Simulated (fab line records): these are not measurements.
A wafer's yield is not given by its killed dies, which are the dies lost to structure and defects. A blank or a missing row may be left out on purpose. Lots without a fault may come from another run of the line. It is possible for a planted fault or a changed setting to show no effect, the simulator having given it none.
fab line records :: flow sky130
record:
  lots: 6
  wafers: 18
  last_day: 50
route steps=708 shown POLY_GATE@236 LDD_N@237
lots that met no fault: taken from a fault-free run of the same line
start_h: start of the lot's first displayed wafer, in hours after the record's first day :: wait_h: hours elapsed since this lot's preceding step :: " unchanged from the row above :: L1.1+2: several wafers, shown together as one row :: - no value, or no start given :: * or withheld: withheld :: < > ~ a bound
route shown NAME@n: NAME is a module with steps in the file, n the number in the route of the first one :: usual: mean/standard deviation taken from wafers without a fault :: same: alike in all rows :: chamber/n: place in a boat :: sites: each site's reading :: _std_site: standard deviation of those values :: _edge_site: the outer-site mean with the inner-site mean subtracted :: radius_mm: how far each site lies from the wafer's centre :: mask NAME#n: copy n :: behind: the tool/chamber that last shaped the wafer :: hold: reason for holding the lot/hours on hold/outcome of the hold :: device: which transistor (n, p or np) failed to switch :: end of line: the same wafers' tests at the end of the route :: a step given without rows: its recipe and nothing more :: killed: dies lost to structure and defects at the first sort, not the wafer's yield :: map: the dies of a wafer, with x for killed, . for not killed, _ for no die there
set.NAME: the setting as run; set.NAME@STEP: as run at that earlier step :: model.NAME: the simulator's own value behind a step, which no gauge read
lots at selected steps of the route; one table per step, one row per wafer
services: the hour from which a tool's chamber was out of use, counted from the record's first day as start_h (under 0 if before that day), plus the number of hours and why
== steps ==
step: SKY_POLY_GATE_CD_MEAS_22
usual:
  cd_nm: 149.7/1.7
lot.wafer: L323.1
tool: cd_sem-02
chamber: -
start_h: 473.14
wait_h: 0.1
cd_nm: 150.8

lot.wafer: L323.2
tool: cd_sem-02
chamber: -
start_h: 473.14
wait_h: 0.1
cd_nm: 149.9

lot.wafer: L323.4
tool: cd_sem-02
chamber: -
start_h: 473.14
wait_h: 0.1
cd_nm: 148.5

lot.wafer: L324.1
tool: cd_sem-02
chamber: -
start_h: 479.07
wait_h: 0.1
cd_nm: 149.3

lot.wafer: L324.3
tool: cd_sem-02
chamber: -
start_h: 479.07
wait_h: 0.1
cd_nm: 151.2

lot.wafer: L324.6
tool: cd_sem-02
chamber: -
start_h: 479.07
wait_h: 0.1
cd_nm: 150.3

lot.wafer: L329.1
tool: cd_sem-02
chamber: -
start_h: 521.34
wait_h: 0.1
cd_nm: 150.4

lot.wafer: L329.2
tool: cd_sem-02
chamber: -
start_h: 521.34
wait_h: 0.1
cd_nm: 153.2

lot.wafer: L329.3
tool: cd_sem-02
chamber: -
start_h: 521.34
wait_h: 0.1
cd_nm: 151.9

lot.wafer: L330.1
tool: cd_sem-02
chamber: -
start_h: 523.13
wait_h: 0.1
cd_nm: 149.7

lot.wafer: L330.3
tool: cd_sem-02
chamber: -
start_h: 523.13
wait_h: 0.1
cd_nm: 146.4

lot.wafer: L330.4
tool: cd_sem-02
chamber: -
start_h: 523.13
wait_h: 0.1
cd_nm: 148.7

lot.wafer: L334.2
tool: cd_sem-01
chamber: -
start_h: 566.61
wait_h: 0.1
cd_nm: 153.1

lot.wafer: L334.3
tool: cd_sem-01
chamber: -
start_h: 566.61
wait_h: 0.1
cd_nm: 151.8

lot.wafer: L334.6
tool: cd_sem-01
chamber: -
start_h: 566.61
wait_h: 0.1
cd_nm: 152.5

lot.wafer: L336.2
tool: cd_sem-01
chamber: -
start_h: 576.96
wait_h: 0.1
cd_nm: 149.0

lot.wafer: L336.3
tool: cd_sem-01
chamber: -
start_h: 576.96
wait_h: 0.1
cd_nm: 150.8

lot.wafer: L336.6
tool: cd_sem-01
chamber: -
start_h: 576.96
wait_h: 0.1
cd_nm: 149.7
step: SKY_LDD_N_DEHYDRATE_00
recipe:
  temp_c: 200
  time_s: 60
step: SKY_LDD_N_HMDS_01
recipe:
  prime_time_s: 60
  prime_temp_c: 120
step: SKY_LDD_N_COAT_02
recipe:
  resist: NOVOLAK
  spin_rpm: 3000
  resist_thk_nm: 300
step: SKY_LDD_N_SOFTBAKE_03
recipe:
  temp_c: 90
  time_s: 60
  resist: NOVOLAK
step: SKY_LDD_N_EXPOSE_04
recipe:
  mask_id: NTM
  target_cd_nm: 840
  na: 0.6
  source_shape: conventional
  sigma_outer: 0.6
  dose_mj: 110
step: SKY_LDD_N_PEB_05
recipe:
  temp_c: withheld
  time_s: *
  resist: NOVOLAK
step: SKY_LDD_N_DEVELOP_06
recipe:
  develop_time_s: 60
  dev_temp_c: 23
step: SKY_LDD_N_OVL_MEAS_07
usual:
  LDD_N_OVL: -1.3/1.2
lot.wafer: L323.1
tool: overlay-01
chamber: -
start_h: 503.86
wait_h: 0.1
LDD_N_OVL[nm]: -1.1

lot.wafer: L323.2
tool: overlay-01
chamber: -
start_h: 503.86
wait_h: 0.1
LDD_N_OVL[nm]: 0.2

lot.wafer: L323.4
tool: overlay-01
chamber: -
start_h: 503.86
wait_h: 0.1
LDD_N_OVL[nm]: -0.5

lot.wafer: L324.1
tool: overlay-01
chamber: -
start_h: 509.83
wait_h: 0.1
LDD_N_OVL[nm]: -1.6

lot.wafer: L324.3
tool: overlay-01
chamber: -
start_h: 509.83
wait_h: 0.1
LDD_N_OVL[nm]: -1.6

lot.wafer: L324.6
tool: overlay-01
chamber: -
start_h: 509.83
wait_h: 0.1
LDD_N_OVL[nm]: -2.2

lot.wafer: L329.1
tool: overlay-01
chamber: -
start_h: 551.67
wait_h: 0.1
LDD_N_OVL[nm]: -1.5

lot.wafer: L329.2
tool: overlay-01
chamber: -
start_h: 551.67
wait_h: 0.1
LDD_N_OVL[nm]: -1.7

lot.wafer: L329.3
tool: overlay-01
chamber: -
start_h: 551.67
wait_h: 0.1
LDD_N_OVL[nm]: 0.3

lot.wafer: L330.1
tool: overlay-01
chamber: -
start_h: 552.78
wait_h: 0.1
LDD_N_OVL[nm]: -1.5

lot.wafer: L330.3
tool: overlay-01
chamber: -
start_h: 552.78
wait_h: 0.1
LDD_N_OVL[nm]: -3.4

lot.wafer: L330.4
tool: overlay-01
chamber: -
start_h: 552.78
wait_h: 0.1
LDD_N_OVL[nm]: -2.7

lot.wafer: L334.2
tool: overlay-01
chamber: -
start_h: 596.23
wait_h: 0.1
LDD_N_OVL[nm]: -1.9

lot.wafer: L334.3
tool: overlay-01
chamber: -
start_h: 596.23
wait_h: 0.1
LDD_N_OVL[nm]: -2.0

lot.wafer: L334.6
tool: overlay-01
chamber: -
start_h: 596.23
wait_h: 0.1
LDD_N_OVL[nm]: -2.5

lot.wafer: L336.2
tool: overlay-02
chamber: -
start_h: 605.82
wait_h: 0.1
LDD_N_OVL[nm]: -0.1

lot.wafer: L336.3
tool: overlay-02
chamber: -
start_h: 605.82
wait_h: 0.1
LDD_N_OVL[nm]: 0.6

lot.wafer: L336.6
tool: overlay-02
chamber: -
start_h: 605.82
wait_h: 0.1
LDD_N_OVL[nm]: -0.1
step: SKY_LDD_N_IMPLANT_08
recipe:
  species: As
  energy_kev: 20
  dose_cm2: 7.5e+13
  tilt_deg: withheld
  rotation_deg: 23
step: SKY_LDD_N_IMPLANT_09
recipe:
  species: As
  energy_kev: 20
  dose_cm2: 7.5e+13
  tilt_deg: withheld
  rotation_deg: 113
step: SKY_LDD_N_IMPLANT_10
recipe:
  species: As
  energy_kev: 20
  dose_cm2: 7.5e+13
  tilt_deg: withheld
  rotation_deg: 203
step: SKY_LDD_N_IMPLANT_11
recipe:
  species: As
  energy_kev: 20
  dose_cm2: 7.5e+13
  tilt_deg: withheld
  rotation_deg: 293
usual:
  beam_energy_keV: 20.001/0.0061
  beam_on_s: 9.99/0.2
  dose_ions_cm2: 7.499e+13/8.4e+10
lot.wafer: L323.1
tool: implanter-01
chamber: -
start_h: 504.35
wait_h: 0.1
beam_energy_keV: -
beam_on_s: -
dose_ions_cm2: -

lot.wafer: L323.2
tool: implanter-01
chamber: -
start_h: 504.35
wait_h: 0.1
beam_energy_keV: -
beam_on_s: -
dose_ions_cm2: -

lot.wafer: L323.4
tool: implanter-01
chamber: -
start_h: 504.35
wait_h: 0.1
beam_energy_keV: -
beam_on_s: -
dose_ions_cm2: -

lot.wafer: L324.1
tool: implanter-01
chamber: -
start_h: 510.31
wait_h: 0.1
beam_energy_keV: -
beam_on_s: -
dose_ions_cm2: -

lot.wafer: L324.3
tool: implanter-01
chamber: -
start_h: 510.31
wait_h: 0.1
beam_energy_keV: -
beam_on_s: -
dose_ions_cm2: -

lot.wafer: L324.6
tool: implanter-01
chamber: -
start_h: 510.31
wait_h: 0.1
beam_energy_keV: -
beam_on_s: -
dose_ions_cm2: -

lot.wafer: L329.1
tool: implanter-01
chamber: 0
start_h: 552.16
wait_h: 0.1
beam_energy_keV: 19.999
beam_on_s: 9.70
dose_ions_cm2: 7.502e+13

lot.wafer: L329.2
tool: implanter-01
chamber: 0
start_h: 552.16
wait_h: 0.1
beam_energy_keV: 20.003
beam_on_s: 10.01
dose_ions_cm2: 7.489e+13

lot.wafer: L329.3
tool: implanter-01
chamber: 0
start_h: 552.16
wait_h: 0.1
beam_energy_keV: 19.999
beam_on_s: 10.10
dose_ions_cm2: 7.496e+13

lot.wafer: L330.1
tool: implanter-04
chamber: 0
start_h: 553.26
wait_h: 0.1
beam_energy_keV: 20.004
beam_on_s: 9.81
dose_ions_cm2: 7.501e+13

lot.wafer: L330.3
tool: implanter-04
chamber: 0
start_h: 553.26
wait_h: 0.1
beam_energy_keV: 20.001
beam_on_s: 10.19
dose_ions_cm2: 7.499e+13

lot.wafer: L330.4
tool: implanter-04
chamber: 0
start_h: 553.26
wait_h: 0.1
beam_energy_keV: 20.006
beam_on_s: 9.95
dose_ions_cm2: 7.506e+13

lot.wafer: L334.2
tool: implanter-04
chamber: 0
start_h: 596.73
wait_h: 0.1
beam_energy_keV: 20.008
beam_on_s: 9.57
dose_ions_cm2: 7.494e+13

lot.wafer: L334.3
tool: implanter-04
chamber: 0
start_h: 596.73
wait_h: 0.1
beam_energy_keV: 20.009
beam_on_s: 9.53
dose_ions_cm2: 7.505e+13

lot.wafer: L334.6
tool: implanter-04
chamber: 0
start_h: 596.73
wait_h: 0.1
beam_energy_keV: 19.999
beam_on_s: 10.06
dose_ions_cm2: 7.509e+13

lot.wafer: L336.2
tool: implanter-01
chamber: 0
start_h: 606.32
wait_h: 0.1
beam_energy_keV: 20.005
beam_on_s: 10.14
dose_ions_cm2: 7.497e+13

lot.wafer: L336.3
tool: implanter-01
chamber: 0
start_h: 606.32
wait_h: 0.1
beam_energy_keV: 19.996
beam_on_s: 10.30
dose_ions_cm2: 7.494e+13

lot.wafer: L336.6
tool: implanter-01
chamber: 0
start_h: 606.32
wait_h: 0.1
beam_energy_keV: 20.000
beam_on_s: 9.66
dose_ions_cm2: 7.492e+13
step: SKY_LDD_N_IMPLANT_12
recipe:
  species: BF2
  energy_kev: 50
  dose_cm2: 5e+12
  tilt_deg: 30
  rotation_deg: 0
step: SKY_LDD_N_IMPLANT_13
recipe:
  species: BF2
  energy_kev: 50
  dose_cm2: 5e+12
  tilt_deg: 30
  rotation_deg: 90
step: SKY_LDD_N_IMPLANT_14
recipe:
  species: BF2
  energy_kev: 50
  dose_cm2: 5e+12
  tilt_deg: 30
  rotation_deg: 180
step: SKY_LDD_N_IMPLANT_15
recipe:
  species: BF2
  energy_kev: 50
  dose_cm2: 5e+12
  tilt_deg: 30
  rotation_deg: 270
step: SKY_LDD_N_STRIP_16
recipe:
  chemistry: O2/N2
  power_w: 1400
  pressure_mtorr: 1500
  platen_temp_c: withheld
  o2_flow_sccm: 3000
  n2_flow_sccm: 300
  overash_fraction: 0.5
usual:
  drypump_motor_current_A: 5.9/0.47
  oes_product_au: 0.407/0.0042
  strip_time_to_endpoint_s: 4.317/0.014
lot.wafer: L323.1
tool: plasma_asher-03
chamber: 0
start_h: 505.10
wait_h: 0.1
drypump_motor_current_A: 6.8
oes_product_au: 0.412
rf_hours_counter_h: 7
strip_time_to_endpoint_s: 4.139

lot.wafer: L323.2
tool: plasma_asher-03
chamber: 1
start_h: 505.10
wait_h: 0.1
drypump_motor_current_A: 5.8
oes_product_au: 0.409
rf_hours_counter_h: 7
strip_time_to_endpoint_s: 4.132

lot.wafer: L323.4
tool: plasma_asher-03
chamber: 1
start_h: 505.10
wait_h: 0.1
drypump_motor_current_A: 5.8
oes_product_au: 0.409
rf_hours_counter_h: -
strip_time_to_endpoint_s: 4.140

lot.wafer: L324.1
tool: plasma_asher-04
chamber: 0
start_h: 511.06
wait_h: 0.1
drypump_motor_current_A: 5.3
oes_product_au: 0.407
rf_hours_counter_h: 68
strip_time_to_endpoint_s: 4.145

lot.wafer: L324.3
tool: plasma_asher-04
chamber: 0
start_h: 511.06
wait_h: 0.1
drypump_motor_current_A: 5.3
oes_product_au: 0.407
rf_hours_counter_h: -
strip_time_to_endpoint_s: 4.136

lot.wafer: L324.6
tool: plasma_asher-04
chamber: 0
start_h: 511.06
wait_h: 0.1
drypump_motor_current_A: 5.3
oes_product_au: 0.404
rf_hours_counter_h: -
strip_time_to_endpoint_s: 4.147

lot.wafer: L329.1
tool: plasma_asher-01
chamber: 1
start_h: 552.91
wait_h: 0.1
drypump_motor_current_A: 5.7
oes_product_au: 0.402
rf_hours_counter_h: 43
strip_time_to_endpoint_s: 4.328

lot.wafer: L329.2
tool: plasma_asher-01
chamber: 0
start_h: 552.91
wait_h: 0.1
drypump_motor_current_A: 5.5
oes_product_au: 0.401
rf_hours_counter_h: 43
strip_time_to_endpoint_s: 4.341

lot.wafer: L329.3
tool: plasma_asher-01
chamber: 1
start_h: 552.91
wait_h: 0.1
drypump_motor_current_A: 5.7
oes_product_au: 0.407
rf_hours_counter_h: -
strip_time_to_endpoint_s: 4.353

lot.wafer: L330.1
tool: plasma_asher-03
chamber: 1
start_h: 554.01
wait_h: 0.1
drypump_motor_current_A: 5.8
oes_product_au: 0.406
rf_hours_counter_h: 12
strip_time_to_endpoint_s: 4.334

lot.wafer: L330.3
tool: plasma_asher-03
chamber: 0
start_h: 554.01
wait_h: 0.1
drypump_motor_current_A: 6.8
oes_product_au: 0.408
rf_hours_counter_h: -
strip_time_to_endpoint_s: 4.327

lot.wafer: L330.4
tool: plasma_asher-03
chamber: 1
start_h: 554.01
wait_h: 0.1
drypump_motor_current_A: 5.8
oes_product_au: 0.407
rf_hours_counter_h: -
strip_time_to_endpoint_s: 4.325

lot.wafer: L334.2
tool: plasma_asher-03
chamber: 0
start_h: 597.46
wait_h: 0.1
drypump_motor_current_A: 6.7
oes_product_au: 0.410
rf_hours_counter_h: 16
strip_time_to_endpoint_s: 4.324

lot.wafer: L334.3
tool: plasma_asher-03
chamber: 0
start_h: 597.46
wait_h: 0.1
drypump_motor_current_A: 6.7
oes_product_au: 0.413
rf_hours_counter_h: -
strip_time_to_endpoint_s: 4.335

lot.wafer: L334.6
tool: plasma_asher-03
chamber: 1
start_h: 597.46
wait_h: 0.1
drypump_motor_current_A: 5.8
oes_product_au: 0.409
rf_hours_counter_h: -
strip_time_to_endpoint_s: 4.343

lot.wafer: L336.2
tool: plasma_asher-01
chamber: 1
start_h: 607.05
wait_h: 0.1
drypump_motor_current_A: 5.7
oes_product_au: 0.402
rf_hours_counter_h: 49
strip_time_to_endpoint_s: 4.304

lot.wafer: L336.3
tool: plasma_asher-01
chamber: 0
start_h: 607.05
wait_h: 0.1
drypump_motor_current_A: 5.5
oes_product_au: 0.416
rf_hours_counter_h: -
strip_time_to_endpoint_s: 4.312

lot.wafer: L336.6
tool: plasma_asher-01
chamber: 0
start_h: 607.05
wait_h: 0.1
drypump_motor_current_A: 5.5
oes_product_au: 0.406
rf_hours_counter_h: -
strip_time_to_endpoint_s: 4.318
step: SKY_LDD_N_TW_MEAS_17
usual:
  LDD_N_TW: 2592/10
lot.wafer: L323.1
tool: film_metro-02
chamber: -
start_h: 505.20
wait_h: 0.1
LDD_N_TW: 2453

lot.wafer: L323.2
tool: film_metro-02
chamber: -
start_h: 505.20
wait_h: 0.1
LDD_N_TW: 2437

lot.wafer: L323.4
tool: film_metro-02
chamber: -
start_h: 505.20
wait_h: 0.1
LDD_N_TW: 2437

lot.wafer: L324.1
tool: film_metro-02
chamber: -
start_h: 511.16
wait_h: 0.1
LDD_N_TW: 2441

lot.wafer: L324.3
tool: film_metro-02
chamber: -
start_h: 511.16
wait_h: 0.1
LDD_N_TW: 2435

lot.wafer: L324.6
tool: film_metro-02
chamber: -
start_h: 511.16
wait_h: 0.1
LDD_N_TW: 2432

lot.wafer: L329.1
tool: film_metro-04
chamber: -
start_h: 553.01
wait_h: 0.1
LDD_N_TW: 2609

lot.wafer: L329.2
tool: film_metro-04
chamber: -
start_h: 553.01
wait_h: 0.1
LDD_N_TW: 2596

lot.wafer: L329.3
tool: film_metro-04
chamber: -
start_h: 553.01
wait_h: 0.1
LDD_N_TW: 2595

lot.wafer: L330.1
tool: film_metro-02
chamber: -
start_h: 554.11
wait_h: 0.1
LDD_N_TW: 2588

lot.wafer: L330.3
tool: film_metro-02
chamber: -
start_h: 554.11
wait_h: 0.1
LDD_N_TW: 2585

lot.wafer: L330.4
tool: film_metro-02
chamber: -
start_h: 554.11
wait_h: 0.1
LDD_N_TW: 2585

lot.wafer: L334.2
tool: film_metro-04
chamber: -
start_h: 597.57
wait_h: 0.1
LDD_N_TW: 2594

lot.wafer: L334.3
tool: film_metro-04
chamber: -
start_h: 597.57
wait_h: 0.1
LDD_N_TW: 2588

lot.wafer: L334.6
tool: film_metro-04
chamber: -
start_h: 597.57
wait_h: 0.1
LDD_N_TW: 2591

lot.wafer: L336.2
tool: film_metro-04
chamber: -
start_h: 607.16
wait_h: 0.1
LDD_N_TW: 2595

lot.wafer: L336.3
tool: film_metro-04
chamber: -
start_h: 607.16
wait_h: 0.1
LDD_N_TW: 2560

lot.wafer: L336.6
tool: film_metro-04
chamber: -
start_h: 607.16
wait_h: 0.1
LDD_N_TW: 2580
== services ==
tool: implanter-01
chamber: -
start_h: 482.20
hours: 1.6
kind: repair

tool: plasma_asher-04
chamber: -
start_h: 498.43
hours: 7.4
kind: repair

tool: plasma_asher-03
chamber: -
start_h: 514.66
hours: 2.8
kind: pm

tool: implanter-04
chamber: -
start_h: 577.35
hours: 17.1
kind: pm
== key ==
first_sign:
  step: SKY_LDD_N_IMPLANT_11
  reading: tool_record
  direction: missing
effect:
  step: SKY_LDD_N_STRIP_16
  reading: strip_time_to_endpoint_s
  direction: down
  sigmas: 13
  usual: *
  struck: *
effect:
  step: SKY_LDD_N_TW_MEAS_17
  reading: LDD_N_TW
  direction: down
  sigmas: 15
  usual: 2592
  struck: 2439
met_at SKY_LDD_N_IMPLANT_11
struck_wafers L323.1,L323.2,L323.4,L324.1,L324.3,L324.6
later_rows_left_out L323.1,L323.2,L323.4,L324.1,L324.3,L324.6
sort_left_out L323.1,L323.2,L323.4,L324.1,L324.3,L324.6
tester_left_out L323,L324
fault:
  kind: skipped_step_whole
  tool: implanter-01
  chamber: -
  onset_h: 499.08
  steps: SKY_LDD_N_IMPLANT_11
  scope: struck_lots_only
tester_left_out: of these lots the tester's yield and bins aren't shown, on N5 and GAA mostly nor the transistor test; their killed dies are dies lost to structure and defects alone, not to doping, threshold or leakage, so they don't give the yield
sort_left_out: the simulated sort isn't trusted on such a fault, so these wafers' sort isn't shown, and their yield isn't known
later_rows_left_out: the simulator's readings of these wafers behind a module that went badly wrong aren't trusted and aren't shown, but for the sort
